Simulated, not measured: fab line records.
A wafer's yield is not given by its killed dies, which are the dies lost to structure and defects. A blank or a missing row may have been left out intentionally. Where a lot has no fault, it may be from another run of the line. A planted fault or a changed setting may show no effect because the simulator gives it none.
One fault through the eyes of 2 desks	flow sfq_line	only its own numbers are on each desk; what lay behind them is given at the end

## DESK OF THE TOOL OWNER: rie_diel-01
The tool's own readings at SFQ_TRILAYER_I6_VIA_BARC_OPEN_VIA_ETCH_235 (etches BARC in O2, target depth 125 nm, time 41.7 s): means of the sampled wafers that have a number, for each lot that ran on this tool. The brackets show how far a lot's mean lies from the usual mean; more than 4 standard deviations puts the lot out of limits, marked OUT.
Columns: A = drypump_motor_current_A at SFQ_TRILAYER_I6_VIA_BARC_OPEN_VIA_ETCH_235, usual 5.6 A; B = oes_product_au at SFQ_TRILAYER_I6_VIA_BARC_OPEN_VIA_ETCH_235, usual 0.685 a.u.; C = rf_fwd_power_W at SFQ_TRILAYER_I6_VIA_BARC_OPEN_VIA_ETCH_235, usual 495.0 W
lot	first seen here	A	B	C
L557	day 65 19:56	5.0	0.683	494.9
L559	day 66 03:08	4.8	0.686	494.8
L564	day 67 13:54	4.8	0.687	495.4
L566	day 72 07:49	5.3	0.686	495.4
L568	day 72 14:10	5.5	0.689	429.4 (-30) OUT
L572	day 74 04:34	5.4	0.683	429.0 (-30) OUT
Finding of this desk: L568, L572 out of limits; the first was L568 at day 72 14:10, on rf_fwd_power_W at SFQ_TRILAYER_I6_VIA_BARC_OPEN_VIA_ETCH_235. L557, L559, L564, L566 stayed within limits.

## AT THE METROLOGY DESK
What the gauges read for every lot (on any tool): the sampled wafers with a number, averaged. The brackets show how far a lot's mean lies from the usual mean; more than 4 standard deviations puts the lot out of limits, marked OUT.
Columns: A = R5_MONX_RS at SFQ_R5_RS_MEAS_933, usual 7.06 ohm/sq; B = I6_BOW at SFQ_I6_BOW_MEAS_941, usual 5 um
lot	first seen here	A	B
L554	day 50 10:16	6.95	24
L557	day 51 07:06	6.97	7
L559	day 51 14:12	6.96	9
L560	day 55 02:42	7.13	7
L561	day 55 14:29	7.09	2
L562	day 55 21:13	6.99	3
L563	day 56 06:12	7.13	9
L564	day 56 09:34	7.07	7
L566	day 58 09:37	7.13	19
L567	day 61 20:29	7.11	24
L568	day 62 04:52	7.07	5
L570	day 62 12:44	7.02	12
L572	day 64 03:18	7.01	-4
L576	day 69 17:57	7.05	-13
This desk's finding: nothing out of limits on any of the 14 lots.

## TAKEN TOGETHER
At day 72 14:10, on L568, L572, the tool owner's desk was in a position to raise an alarm.
Nothing out of limits was seen by the metrology desk.
The metrology desk holds a record of L568, L572, inside its limits.
Every lot named ran SFQ_TRILAYER_I6_VIA_BARC_OPEN_VIA_ETCH_235 on rie_diel-01.

## WHAT HAD BEEN PUT IN BY THE SIMULATOR
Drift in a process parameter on rie_diel-01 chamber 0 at SFQ_TRILAYER_I6_VIA_BARC_OPEN_VIA_ETCH_235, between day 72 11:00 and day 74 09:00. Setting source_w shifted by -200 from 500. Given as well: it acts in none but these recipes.
Lots struck among those shown: L568, L572.
Delay in hours, fault start to first out-of-limits reading, by desk: the tool owner's desk at 3.
